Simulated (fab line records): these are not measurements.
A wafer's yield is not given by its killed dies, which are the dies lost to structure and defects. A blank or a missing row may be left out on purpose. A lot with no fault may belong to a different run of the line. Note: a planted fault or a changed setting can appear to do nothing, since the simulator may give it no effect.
A struck lot beside a sound one || flow sky130 || 15 steps out of a route of 708
Sound: these wafers, L430.3, L430.4, L430.6. The struck wafers were L444.1, L444.4, L444.5. Last of all comes the cause.
At each step with rows: each side's tool, then ch and its chambers, then its first start. Under that, the readings that differ: sound wafers || struck wafers || difference of the means || sigmas: that difference in standard deviations of wafers without a fault.
alike: same words and numbers on both sides, and readings whose means sit less than 2 such deviations apart. not compared: any withheld reading, any reading some wafer has no value for, any bound like >300 that may hide the same value, and any number with overlapping values for which the record gives no deviation.
A row with sigmas, a row that says differs or no value, or rows on one side alone: a step with any of these is where the two part. Numbers that have no deviation but don't overlap get no sigmas and don't part them. A reading missing from all wafers of one side parts the sides only when that side holds two or more wafers.

first, 4 steps without rows for these wafers: SKY_RES_XHIGH_EXPOSE_04 (exposes mask URPM, target cd 1270 nm); SKY_RES_XHIGH_PEB_05; SKY_RES_XHIGH_DEVELOP_06 (develop time 60 s); SKY_RES_XHIGH_IMPLANT_07.
SKY_RES_XHIGH_STRIP_08: strips in O2/N2.
  sound on plasma-asher-01 ch 0,1, day 27 19:38; struck on plasma-asher-04 ch 0,1, day 33 02:46
  alike: drypump-motor-current-A, oes-product-au, strip-time-to-endpoint-s
  not compared: rf-hours-counter-h
SKY_RES_XHIGH_TW_MEAS_09:
  sound: film-metro-01 at day 27 19:44; struck: film-metro-03 at day 33 02:52
{"reading": "RES_XHIGH_TW", "sound": "1634 1636 1629", "struck": "1671 1662 1662", "difference": "+32", "sigmas": "+2"}
then, 6 steps without rows for these wafers: SKY_SD_N_DEHYDRATE_00 (time 60 s); SKY_SD_N_HMDS_01 (prime time 60 s); SKY_SD_N_COAT_02 (resist thk 1140 nm); SKY_SD_N_SOFTBAKE_03 (time 60 s); SKY_SD_N_EXPOSE_04 (exposes mask NSDM, target cd 380 nm); SKY_SD_N_PEB_05.
SKY_SD_N_DEVELOP_06: develop time 60 s.
  sound on litho-track-01 ch 0, day 29 00:37; struck on litho-track-02 ch 0, day 34 05:33
{"reading": "developer-temp-C (C)", "sound": "23.13 23.25 23.02", "struck": "22.09 22.07 22.24", "difference": -1.00, "sigmas": -9}
SKY_SD_N_CD_MEAS_07 targets a cd of 380 nm.
  sound: cd-sem-02 at day 29 00:45; struck: cd-sem-01 at day 34 05:42
  alike: cd-nm
SKY_PAD_OPEN_PROBE_99:
  the record has rows for the sound wafers here (prober-01, day 46 17:40) and none for the struck ones

== WHERE THEY PART ==
Earliest at SKY_RES_XHIGH_TW_MEAS_09; latest, in this record, at SKY_PAD_OPEN_PROBE_99.

WHY: what had been put in by the simulator
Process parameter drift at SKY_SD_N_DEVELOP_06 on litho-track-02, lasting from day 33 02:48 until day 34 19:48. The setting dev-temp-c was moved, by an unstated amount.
